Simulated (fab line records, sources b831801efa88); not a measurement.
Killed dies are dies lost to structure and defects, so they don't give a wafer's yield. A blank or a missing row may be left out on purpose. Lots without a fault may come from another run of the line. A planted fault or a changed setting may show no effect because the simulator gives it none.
fab line records | flow sfq_line
record lots=5 wafers=23
route steps=325 shown R5@217 I5@230 C5@241 M6@262 I6@270 M7@282
start_h: hours from the record's first day to the start of the lot's first wafer shown | wait_h: hours since the lot's step before | " the same as in the row above | L1.1+2: a row that stands for several wafers | - no value, or no start given | * or withheld: withheld | < > ~ a bound
route shown NAME@n: a module of which the file shows steps, and the number in the route of the first | usual: mean/standard deviation of fault-free wafers | same: alike in all rows | chamber/n: place in a boat | sites: the reading at each site | _std_site: their standard deviation | _edge_site: outer sites' mean less inner sites' | radius_mm: how far each site lies from the wafer's centre | mask NAME#n: copy n | behind: the tool/chamber that last shaped the wafer | hold: why the lot was held/for how many hours/how that ended | device: the transistor (n, p or np) that didn't switch | end of line: the same wafers' tests at the end of the route | a step without rows: its recipe alone | killed: dies lost to structure and defects at the first sort, not the wafer's yield | map: a wafer's dies, x killed, . not, _ none there
set.NAME: the setting as run; set.NAME@STEP: as run at that earlier step | model.NAME: the simulator's own value behind a step, which no gauge read
lots whose settings were changed on purpose; a table a step, a row a wafer
## steps
# step SFQ_TRILAYER_R5_LITHO_COAT_141
# recipe resist=BARC spin_rpm=3000 resist_thk_nm=62
# columns lot.wafer tool chamber start_h wait_h set.spin_rpm model.BARC_of_TRILAYER_R5_LITHO_COAT_141.thk_nm
L075.1+4 litho_track-03 0 1484.87 0.1 3000 62.08
L075.3 " 0 " " 3000 61.76
L075.5 " 0 " " 3000 61.79
L075.6 " 0 " " 3000 61.77
L079.1 litho_track-03 0 1497.55 0.1 3000 61.98
L079.4 " 0 " " 3000 62.2
L079.6 " 0 " " 3000 61.9
L080.1 litho_track-03 0 1509.55 0.1 2841 63.21
L080.3 " 0 " " 3000 61.64
L080.4 " 0 " " 3000 61.41
L080.5 " 0 " " 3000 61.55
L080.6 " 0 " " 2841 63.48
L081.1+6 litho_track-01 0 1514.49 0.1 3000 61.82
L081.2 " 0 " " 3204 59.96
L081.3 " 0 " " 3204 59.67
L081.4 " 0 " " 3000 61.72
L085.2 litho_track-01 0 1544.32 0.1 3000 62.1
L085.3 " 0 " " 3000 62.08
L085.4 " 0 " " 3000 62.26
L085.5 " 0 " " 3000 62.33
L085.6 " 0 " " 3000 62.19
# step SFQ_TRILAYER_R5_ETCH_METAL_ETCH_139
# recipe stop_on=SiO2 mask_material=PR chemistry=Cl2 target_depth_nm=60 icp_w=600 bias_w=80 pressure_mtorr=10 time_s=40
# columns lot.wafer tool chamber start_h wait_h set.time_s model.R5.feature_depth_nm
L075.1 rie_metal-02 1 1489.62 0.0 40 59.47
L075.3 " 1 " " 34.51 51.56
L075.4+6 " 0 " " 40 60
L075.5 " 1 " " 34.51 51.44
L079.1 rie_metal-01 0 1634.42 0.0 40 60
L079.4 " 1 " " 40 59.51
L079.6 " 1 " " 40 58.91
L080.1 rie_metal-01 1 1643.93 0.0 40 58.42
L080.3 " 0 " " 40 60
L080.4+5+6 " 1,1,0 " " 43.19 60
L081.1+4 rie_metal-02 1 1647.53 0.0 35.11 52.76
L081.2+3+6 " 0,0,1 " " 40 60
L085.2 rie_metal-04 0 1652.33 0.0 40 59.51
L085.3+6 " 0,1 " " 43.78 60
L085.4+5 " 1,0 " " 40 60
# step SFQ_TRILAYER_I5_LITHO_COAT_144
# recipe resist=KrF spin_rpm=3000 resist_thk_nm=650
# columns lot.wafer tool chamber start_h wait_h set.spin_rpm model.KrF_of_TRILAYER_I5_LITHO_COAT_144.thk_nm
L075.1 litho_track-01 0 1490.78 0.2 2874 667.1
L075.3 " 0 " " 2874 665.9
L075.4 " 0 " " 3000 652.5
L075.5 " 0 " " 2874 663.7
L075.6 " 0 " " 3000 651.7
L079.1 litho_track-04 0 1635.58 0.2 3000 650.2
L079.4 " 0 " " 3000 648.8
L079.6 " 0 " " 3000 650.4
L080.1+5 litho_track-01 0 1645.26 0.2 3000 646.7
L080.3 " 0 " " 2837 664.5
L080.4 " 0 " " 3000 648.1
L080.6 " 0 " " 2837 664.4
L081.1 litho_track-01 0 1648.69 0.2 3000 647.3
L081.2 " 0 " " 3176 630.4
L081.3 " 0 " " 3000 649.5
L081.4 " 0 " " 3000 648.8
L081.6 " 0 " " 3176 631.6
L085.2 litho_track-02 0 1653.54 0.2 3070 639.5
L085.3 " 0 " " 3000 646.3
L085.4 " 0 " " 3000 647.5
L085.5 " 0 " " 3070 638.7
L085.6 " 0 " " 3070 639.6
# step SFQ_TRILAYER_C5_LITHO_COAT_151
# recipe resist=KrF spin_rpm=3000 resist_thk_nm=650
# columns lot.wafer tool chamber start_h wait_h set.spin_rpm model.KrF_of_TRILAYER_C5_LITHO_COAT_151.thk_nm
L075.1 litho_track-01 0 1494.63 0.2 3000 651
L075.3 " 0 " " 3000 653.3
L075.4 " 0 " " 3000 652.1
L075.5 " 0 " " 3000 650.8
L075.6 " 0 " " 3000 653.1
L079.1 litho_track-01 0 1742.08 0.2 3000 651
L079.4 " 0 " " 3000 651.2
L079.6 " 0 " " 3000 651.9
L080.1 litho_track-01 0 1746.88 0.2 3070 644.6
L080.3 " 0 " " 3070 645.3
L080.4 " 0 " " 3000 650.5
L080.5 " 0 " " 3000 651.7
L080.6 " 0 " " 3070 645.1
L081.1 litho_track-04 0 1748.08 0.2 2934 656
L081.2 " 0 " " 2934 653.7
L081.3 " 0 " " 3000 646.2
L081.4 " 0 " " 2934 655.7
L081.6 " 0 " " 3000 646.9
L085.2 litho_track-03 0 1754.11 0.2 3000 649.4
L085.3 " 0 " " 3141 632.4
L085.4 " 0 " " 3141 635.2
L085.5 " 0 " " 3000 649.9
L085.6 " 0 " " 3141 634.9
# step SFQ_TRILAYER_M6_BARC_OPEN_METAL_ETCH_206
# recipe mask_material=PR chemistry=O2 target_depth_nm=125 target=BARC icp_w=600 bias_w=80 pressure_mtorr=10 time_s=41.7
# usual oes_product_au=0.686/0.0048
# columns lot.wafer tool chamber start_h wait_h set.time_s oes_product_au
L075.1 rie_metal-04 0 1737.20 0.0 45.44 0.679
L075.3 " 1 " " 45.44 0.669
L075.4 " 0 " " 45.44 0.677
L075.5 " 1 " " 41.7 0.684
L075.6 " 0 " " 41.7 0.692
L079.1 rie_metal-02 1 1874.03 0.0 41.7 0.688
L079.4 " 1 " " 41.7 0.687
L079.6 " 0 " " 41.7 0.690
L080.1 rie_metal-02 0 1876.43 0.0 41.7 0.676
L080.3 " 1 " " 45.69 0.679
L080.4 " 0 " " 41.7 0.682
L080.5 " 1 " " 45.69 0.668
L080.6 " 0 " " 41.7 0.687
L081.1 rie_metal-04 0 1877.63 0.0 41.7 0.687
L081.2 " 1 " " 44.18 0.674
L081.3 " 0 " " 44.18 0.670
L081.4 " 1 " " 44.18 0.682
L081.6 " 0 " " 41.7 0.684
L085.2 rie_metal-03 0 1882.43 0.0 41.7 0.685
L085.3 " 1 " " 35.76 0.740
L085.4 " 0 " " 41.7 0.694
L085.5 " 0 " " 35.76 0.741
L085.6 " 1 " " 35.76 0.739
# step SFQ_TRILAYER_I6_VIA_LITHO_COAT_174
# recipe resist=BARC spin_rpm=3000 resist_thk_nm=62
# columns lot.wafer tool chamber start_h wait_h set.spin_rpm model.BARC_of_TRILAYER_I6_VIA_LITHO_COAT_174.thk_nm
L075.1 litho_track-02 0 1742.61 1.0 3000 61.89
L075.3 " 0 " " 3000 61.99
L075.4+5 " 0 " " 3000 61.87
L075.6 " 0 " " 3000 61.93
L079.1 litho_track-02 0 1879.39 1.0 3000 62.13
L079.4 " 0 " " 3000 61.99
L079.6 " 0 " " 3000 61.95
L080.1 litho_track-03 0 1881.79 1.0 2878 63.5
L080.3 " 0 " " 2878 63.57
L080.4 " 0 " " 2878 63.29
L080.5 " 0 " " 3000 62.17
L080.6 " 0 " " 3000 62.26
L081.1 litho_track-02 0 1882.99 1.0 3000 62.11
L081.2 " 0 " " 3000 62.16
L081.3 " 0 " " 3000 61.97
L081.4 " 0 " " 3000 62.14
L081.6 " 0 " " 3000 62.2
L085.2 litho_track-02 0 1889.04 0.8 3178 60.45
L085.3 " 0 " " 3000 62.1
L085.4 " 0 " " 3000 61.98
L085.5 " 0 " " 3178 60.25
L085.6 " 0 " " 3178 60.22
# step SFQ_TRILAYER_I6_VIA_LITHO_PEB_172
# recipe peb_temp_c=115 peb_time_s=60 resist=KrF
# columns lot.wafer tool chamber start_h wait_h set.peb_time_s
L075.1+5 litho_track-03 0 1848.60 1.0 60
L075.3+4+6 " 0 " " 63.96
L079.1+4+6 litho_track-01 0 1881.34 1.0 60
L080.1+3+4+5+6 litho_track-03 0 1883.74 1.0 60
L081.1+2+6 litho_track-02 0 1884.94 1.0 60
L081.3+4 " 0 " " 54.45
L085.2+3+6 litho_track-02 0 1996.48 0.8 62.43
L085.4+5 " 0 " " 60
# step SFQ_TRILAYER_I6_VIA_LITHO_DEVELOP_171
# recipe time_s=60 resist=KrF
# step SFQ_TRILAYER_I6_VIA_BARC_OPEN_VIA_ETCH_235
# recipe mask_material=PR chemistry=O2 target_depth_nm=125 target=BARC source_w=500 bias_w=80 pressure_mtorr=30 time_s=41.7
# columns lot.wafer tool chamber start_h wait_h set.peb_time_s@TRILAYER_I6_VIA_LITHO_PEB_172 model.I6.cd_nm
L075.1 rie_diel-01 3 1848.93 0.0 60 702.5
L075.3 " 2 " " 63.96 705.8
L075.4 " 1 " " 63.96 707.7
L075.5 " 2 " " 60 697.6
L075.6 " 3 " " 63.96 709.7
L079.1 rie_diel-02 3 1881.68 0.0 60 699.7
L079.4 " 1 " " 60 698.8
L079.6 " 0 " " 60 698.4
L080.1 rie_diel-03 2 1884.08 0.0 60 697.6
L080.3 " 3 " " 60 697.8
L080.4 " 0 " " 60 698.7
L080.5 " 0 " " 60 698.3
L080.6 " 1 " " 60 699.1
L081.1 rie_diel-01 1 1885.28 0.0 60 698.3
L081.2 " 0 " " 60 698.8
L081.3 " 2 " " 54.45 683.3
L081.4 " 3 " " 54.45 686.7
L081.6 " 0 " " 60 697.8
L085.2 rie_diel-03 0 1996.79 0.0 62.43 705.4
L085.3 " 1 " " 62.43 704.2
L085.4 " 2 " " 60 697.8
L085.5 " 2 " " 60 698.9
L085.6 " 1 " " 62.43 704.9
# step SFQ_TRILAYER_I6_VIA_ETCH_VIA_ETCH_172
# recipe target=SiO2 stop_on=Nb mask_material=PR taper_deg=20 chemistry=CHF3 target_depth_nm=260 source_w=500 bias_w=80 pressure_mtorr=30 time_s=withheld
# columns lot.wafer tool chamber start_h wait_h set.peb_time_s@TRILAYER_I6_VIA_LITHO_PEB_172 model.I6.cd_nm
L075.1 rie_diel-01 3 1848.97 0.0 * 701.9
L075.3 " 2 " " * 703.5
L075.4 " 1 " " * 711.1
L075.5 " 2 " " * 696
L075.6 " 3 " " * 709.9
L079.1 rie_diel-02 3 1881.72 0.0 * 700.5
L079.4 " 1 " " * 701.5
L079.6 " 0 " " * 698.2
L080.1 rie_diel-03 2 1884.12 0.0 * 698.3
L080.3 " 3 " " * 698.5
L080.4 " 0 " " * 699.7
L080.5 " 0 " " * 700.3
L080.6 " 1 " " * 700.9
L081.1 rie_diel-01 1 1885.32 0.0 * 699.1
L081.2 " 0 " " * 702.7
L081.3 " 2 " " * 682.6
L081.4 " 3 " " * 686.1
L081.6 " 0 " " * 701.5
L085.2 rie_diel-03 0 1996.83 0.0 * 705
L085.3 " 1 " " * 704
L085.4 " 2 " " * 695.1
L085.5 " 2 " " * 695.5
L085.6 " 1 " " * 704.7
# step SFQ_TRILAYER_M7_DEP_SPUTTER_175
# recipe material=Nb base_pressure_pa=1.33e-06 chamber_pressure_pa=0.1333 substrate_temp_c=20 target_thk_nm=200 power_w=2000 time_s=133.3
# columns lot.wafer tool chamber start_h wait_h set.power_w model.Nb_of_TRILAYER_M7_DEP_SPUTTER_175.thk_nm
L075.1 pvd_sputter-05 - 1849.89 0.0 2000 198.2
L075.3 " - " " 2000 201.9
L075.4 " - " " 2000 199.4
L075.5 " - " " 2000 198.8
L075.6 " - " " 2000 200.3
L079.1 pvd_sputter-03 - 1882.81 0.0 2000 203.3
L079.4 " - " " 2000 200.7
L079.6 " - " " 2000 205.4
L080.1 pvd_sputter-05 - 1885.05 0.0 2000 197.3
L080.3 " - " " 1854 185.3
L080.4 " - " " 2000 197.1
L080.5 " - " " 2000 198
L080.6 " - " " 1854 185.1
L081.1 pvd_sputter-06 - 1886.23 0.0 2184 222.4
L081.2 " - " " 2000 202.9
L081.3 " - " " 2000 201
L081.4 " - " " 2184 217.3
L081.6 " - " " 2184 218.6
L085.2 pvd_sputter-03 - 1997.75 0.0 1846 183.8
L085.3 " - " " 2000 200.9
L085.4 " - " " 1846 182
L085.5 " - " " 1846 183.6
L085.6 " - " " 2000 199.3
# step SFQ_M7_RS_MEAS_943
# recipe thk_meas_gauge=four-point-probe reads=Nb_of_TRILAYER_M7_DEP_SPUTTER_175
# usual M7_NB_RS=0.887/0.012
# columns lot.wafer tool chamber start_h wait_h set.power_w@TRILAYER_M7_DEP_SPUTTER_175 M7_NB_RS[ohm/sq]
L075.1 film_metro-02 - 1849.98 0.0 2000 0.898
L075.3 " - " " 2000 0.882
L075.4 " - " " 2000 0.893
L075.5 " - " " 2000 0.896
L075.6 " - " " 2000 0.890
L079.1 film_metro-03 - 1882.91 0.1 2000 0.875
L079.4 " - " " 2000 0.886
L079.6 " - " " 2000 0.865
L080.1 film_metro-02 - 1885.14 0.0 2000 0.906
L080.3 " - " " 1854 0.964
L080.4 " - " " 2000 0.905
L080.5 " - " " 2000 0.903
L080.6 " - " " 1854 0.965
L081.1 film_metro-02 - 1886.32 0.0 2184 0.801
L081.2 " - " " 2000 0.878
L081.3 " - " " 2000 0.888
L081.4 " - " " 2184 0.821
L081.6 " - " " 2184 0.815
L085.2 film_metro-01 - 1997.86 0.1 1846 0.972
L085.3 " - " " 2000 0.888
L085.4 " - " " 1846 0.984
L085.5 " - " " 1846 0.973
L085.6 " - " " 2000 0.893
# step SFQ_TRILAYER_M7_LITHO_COAT_177
# recipe resist=KrF spin_rpm=3000 resist_thk_nm=600
# columns lot.wafer tool chamber start_h wait_h set.resist_thk_nm model.KrF_of_TRILAYER_M7_LITHO_COAT_177.thk_nm
L075.1 litho_track-02 0 1850.46 0.2 600 601.3
L075.3 " 0 " " 600 601.1
L075.4 " 0 " " 586.3 585.3
L075.5 " 0 " " 586.3 584.7
L075.6 " 0 " " 600 599.9
L079.1+4 litho_track-01 0 1883.39 0.2 600 603.1
L079.6 " 0 " " 600 600.7
L080.1 litho_track-04 0 1885.62 0.2 600 596.9
L080.3+6 " 0 " " 600 -
L080.4 " 0 " " 600 598.6
L080.5 " 0 " " 600 598.7
L081.1 litho_track-01 0 1886.80 0.2 616.1 -
L081.2 " 0 " " 616.1 617.9
L081.3 " 0 " " 600 599.1
L081.4+6 " 0 " " 600 -
L085.2+4 litho_track-01 0 1998.37 0.2 600 -
L085.3 " 0 " " 600 599.7
L085.5 " 0 " " 564.2 -
L085.6 " 0 " " 564.2 562.9
# step SFQ_TRILAYER_M7_LITHO_SOFTBAKE_181
# recipe temp_c=withheld time_s=withheld resist=KrF
# step SFQ_TRILAYER_M7_LITHO_EXPOSE_178
# recipe mask_id=M7 na=0.6 source_shape=conventional sigma_outer=0.65 target_cd_nm=500 dose_mj=14.4
# step SFQ_TRILAYER_M7_LITHO_DEVELOP_179
# recipe time_s=60 resist=KrF
# step SFQ_TRILAYER_M7_BARC_OPEN_METAL_ETCH_229
# recipe mask_material=PR chemistry=O2 target_depth_nm=125 target=BARC icp_w=600 bias_w=80 pressure_mtorr=10 time_s=41.7
# columns lot.wafer tool chamber start_h wait_h set.resist_thk_nm@TRILAYER_M7_LITHO_COAT_177 model.KrF_of_TRILAYER_M7_LITHO_COAT_177.thk_nm
L075.1+3 rie_metal-04 0 1858.31 0.0 600 524.4
L075.4 " 1 " " 586.3 506.8
L075.5 " 1 " " 586.3 506.3
L075.6 " 0 " " 600 522.9
L079.1 rie_metal-03 0 1988.79 0.0 600 526.9
L079.4 " 0 " " 600 526.8
L079.6 " 0 " " 600 524.3
L080.1 rie_metal-01 1 1989.99 0.0 600 520.4
L080.3+6 " 1 " " 600 -
L080.4 " 0 " " 600 520.7
L080.5 " 0 " " 600 520.9
L081.1 rie_metal-04 0 1991.19 0.0 616.1 -
L081.2 " 1 " " 616.1 540.3
L081.3 " 1 " " 600 521.5
L081.4+6 " 0,1 " " 600 -
L085.2+4 rie_metal-03 0,1 2001.07 0.0 600 -
L085.3 " 0 " " 600 522.7
L085.5 " 0 " " 564.2 -
L085.6 " 1 " " 564.2 484.3
# step SFQ_TRILAYER_M7_ETCH_METAL_ETCH_180
# recipe target=Nb stop_on=SiO2 mask_material=PR chemistry=Cl2/Ar target_depth_nm=240 icp_w=600 bias_w=80 pressure_mtorr=10 time_s=120
# usual oes_product_au=0.896/0.0079
# columns lot.wafer tool chamber start_h wait_h set.power_w@TRILAYER_M7_DEP_SPUTTER_175 set.resist_thk_nm@TRILAYER_M7_LITHO_COAT_177 oes_product_au model.KrF_of_TRILAYER_M7_LITHO_COAT_177.thk_nm
L075.1 rie_metal-04 0 1858.37 0.0 2000 600 0.890 384.9
L075.3 " 0 " " 2000 600 0.901 385.1
L075.4 " 1 " " 2000 586.3 0.892 363.4
L075.5 " 1 " " 2000 586.3 0.894 363.9
L075.6 " 0 " " 2000 600 0.906 383.2
L079.1 rie_metal-03 0 1988.90 0.1 2000 600 0.904 389
L079.4 " 0 " " 2000 600 0.886 389.6
L079.6 " 0 " " 2000 600 0.906 386.8
L080.1 rie_metal-01 1 1990.05 0.0 2000 600 0.890 380.6
L080.3 " 1 " " 1854 600 0.861 -
L080.4 " 0 " " 2000 600 0.889 378.5
L080.5 " 0 " " 2000 600 0.892 379
L080.6 " 1 " " 1854 600 0.849 -
L081.1 rie_metal-04 0 1991.25 0.0 2184 616.1 0.955 -
L081.2 " 1 " " 2000 616.1 0.911 396.3
L081.3 " 1 " " 2000 600 0.894 377.8
L081.4 " 0 " " 2184 600 0.945 -
L081.6 " 1 " " 2184 600 0.944 -
L085.2 rie_metal-03 0 2001.13 0.0 1846 600 0.844 -
L085.3 " 0 " " 2000 600 0.899 382.9
L085.4 " 1 " " 1846 600 0.855 -
L085.5 " 0 " " 1846 564.2 0.846 -
L085.6 " 1 " " 2000 564.2 0.893 341.1
## key
split step=SFQ_TRILAYER_R5_LITHO_COAT_141 setting=spin_rpm stated=3000 by=wafer
response step=SFQ_TRILAYER_R5_LITHO_COAT_141 reading=model.BARC_of_TRILAYER_R5_LITHO_COAT_141.thk_nm change=-0.31 per=1% r=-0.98
split step=SFQ_TRILAYER_R5_ETCH_METAL_ETCH_139 setting=time_s stated=40 by=wafer
response step=SFQ_TRILAYER_R5_ETCH_METAL_ETCH_139 reading=model.R5.feature_depth_nm shape=bent at_lowest=51.5 at_stated=59.7 at_highest=60
split step=SFQ_TRILAYER_I5_LITHO_COAT_144 setting=spin_rpm stated=3000 by=wafer
response step=SFQ_TRILAYER_I5_LITHO_COAT_144 reading=model.KrF_of_TRILAYER_I5_LITHO_COAT_144.thk_nm change=-3.12 per=1% r=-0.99
split step=SFQ_TRILAYER_C5_LITHO_COAT_151 setting=spin_rpm stated=3000 by=wafer
response step=SFQ_TRILAYER_C5_LITHO_COAT_151 reading=model.KrF_of_TRILAYER_C5_LITHO_COAT_151.thk_nm change=-3.28 per=1% r=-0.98
split step=SFQ_TRILAYER_M6_BARC_OPEN_METAL_ETCH_206 setting=time_s stated=41.7 by=wafer
response step=SFQ_TRILAYER_M6_BARC_OPEN_METAL_ETCH_206 reading=oes_product_au change=-0.00236 per=1% r=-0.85
split step=SFQ_TRILAYER_I6_VIA_LITHO_COAT_174 setting=spin_rpm stated=3000 by=wafer
response step=SFQ_TRILAYER_I6_VIA_LITHO_COAT_174 reading=model.BARC_of_TRILAYER_I6_VIA_LITHO_COAT_174.thk_nm change=-0.296 per=1% r=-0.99
split step=SFQ_TRILAYER_I6_VIA_LITHO_PEB_172 setting=peb_time_s stated=60 by=wafer
response step=SFQ_TRILAYER_I6_VIA_BARC_OPEN_VIA_ETCH_235 reading=model.I6.cd_nm change=+1.38 per=1% r=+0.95
response step=SFQ_TRILAYER_I6_VIA_ETCH_VIA_ETCH_172 reading=model.I6.cd_nm change=+1.74 per=1% r=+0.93
split step=SFQ_TRILAYER_M7_DEP_SPUTTER_175 setting=power_w stated=2000 by=wafer
response step=SFQ_TRILAYER_M7_DEP_SPUTTER_175 reading=model.Nb_of_TRILAYER_M7_DEP_SPUTTER_175.thk_nm change=+1.93 per=1% r=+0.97
response step=SFQ_M7_RS_MEAS_943 reading=M7_NB_RS change=-0.00886 per=1% r=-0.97
response step=SFQ_TRILAYER_M7_ETCH_METAL_ETCH_180 reading=oes_product_au change=+0.00527 per=1% r=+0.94
split step=SFQ_TRILAYER_M7_LITHO_COAT_177 setting=resist_thk_nm stated=600 by=wafer
response step=SFQ_TRILAYER_M7_LITHO_COAT_177 reading=model.KrF_of_TRILAYER_M7_LITHO_COAT_177.thk_nm change=+6.45 per=1% r=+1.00
response step=SFQ_TRILAYER_M7_BARC_OPEN_METAL_ETCH_229 reading=model.KrF_of_TRILAYER_M7_LITHO_COAT_177.thk_nm change=+6.77 per=1% r=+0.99
response step=SFQ_TRILAYER_M7_ETCH_METAL_ETCH_180 reading=model.KrF_of_TRILAYER_M7_LITHO_COAT_177.thk_nm change=+7.46 per=1% r=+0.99
